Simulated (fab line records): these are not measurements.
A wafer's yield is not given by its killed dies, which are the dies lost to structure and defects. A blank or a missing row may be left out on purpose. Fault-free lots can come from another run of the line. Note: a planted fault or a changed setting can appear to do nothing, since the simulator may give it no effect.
Problem report, 8D (eight disciplines) form, completed by code -- flow gf180mcu -- the parts of the form that need people (team, actions taken, sign-off) are left out

1. THE PROBLEM
prime-temp-c at GF_PASSIVATION_HMDS_05 reads a mean of 125.34 C on 6 wafers of 2 lots; wafers without a fault read 119.99 C with a standard deviation of 0.13. That puts it +41 standard deviations away from the usual mean.
The step: prime time 60 s.
Seen first at day 32 07:21 on litho-track-02, wafer L176.1. The record holds 42 wafers of 14 lots with a number at this step. Rule for "out" (also "out of limits"): further than 4 standard deviations from the usual mean. All remaining wafers that have a number are taken as sound.

2. WHAT THIS IS AND IS NOT
question,is,is not
which readings at this step,prime-temp-c,-
which lots,"L176, L177","L165, L166, L167, L169, L170, L171, L172, L178, L182, L183, L186, L187"
which wafers of those lots,all that have a number,-
read on which tools,litho-track-02,"litho-track-01, litho-track-04"
when,from day 32 07:21,"up to then (21 sound wafers); but 15 sound wafers of L178, L182, L183, L186, L187 came after"

3. WHAT RULES OUT EACH SUSPECT
Counting: a tool at a process step up to the reading stays a suspect if it ran every lot that is out and no sound lot after the first of them.
- litho-track-02 at GF_PASSIVATION_HMDS_05 (prime time 60 s): kept. Every lot that is out went through it, starting with L176 (day 32 07:21), and after that it ran no sound lot; the last sound lot it ran before then is L171 (day 31 07:39). Out on those wafers are its own readings of prime-temp-c.
Remaining after the count: litho-track-02 at GF_PASSIVATION_HMDS_05.

4. THE CAUSE (what the simulator had put in)
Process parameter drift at GF_PASSIVATION_HMDS_05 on litho-track-02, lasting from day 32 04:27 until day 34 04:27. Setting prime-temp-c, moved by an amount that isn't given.
Only this tool survived the counting.

5. SEQUENCE OF EFFECTS, ordered by route
Each row: a reading whose mean over the struck wafers that have a number lies more than 3 standard deviations from the usual. Only readings for which the record gives a usual standard deviation are gone through. hours: the time from each lot's start at the first step in this table that gives one to its start at this step, as a median over the lots. sigmas: the change in usual standard deviations.
hours,step,reading,usual,on struck wafers,change,sigmas
0,GF_PASSIVATION_HMDS_05,prime-temp-c,119.99 C,125.34,+5.35,+41
Process steps it contains:
- GF_PASSIVATION_HMDS_05: prime time 60 s.

6. HOW IT WOULD HAVE BEEN CAUGHT EARLIER
First out-of-limits reading in this record: day 32 07:21, which is 3 hours after fault onset at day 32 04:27.
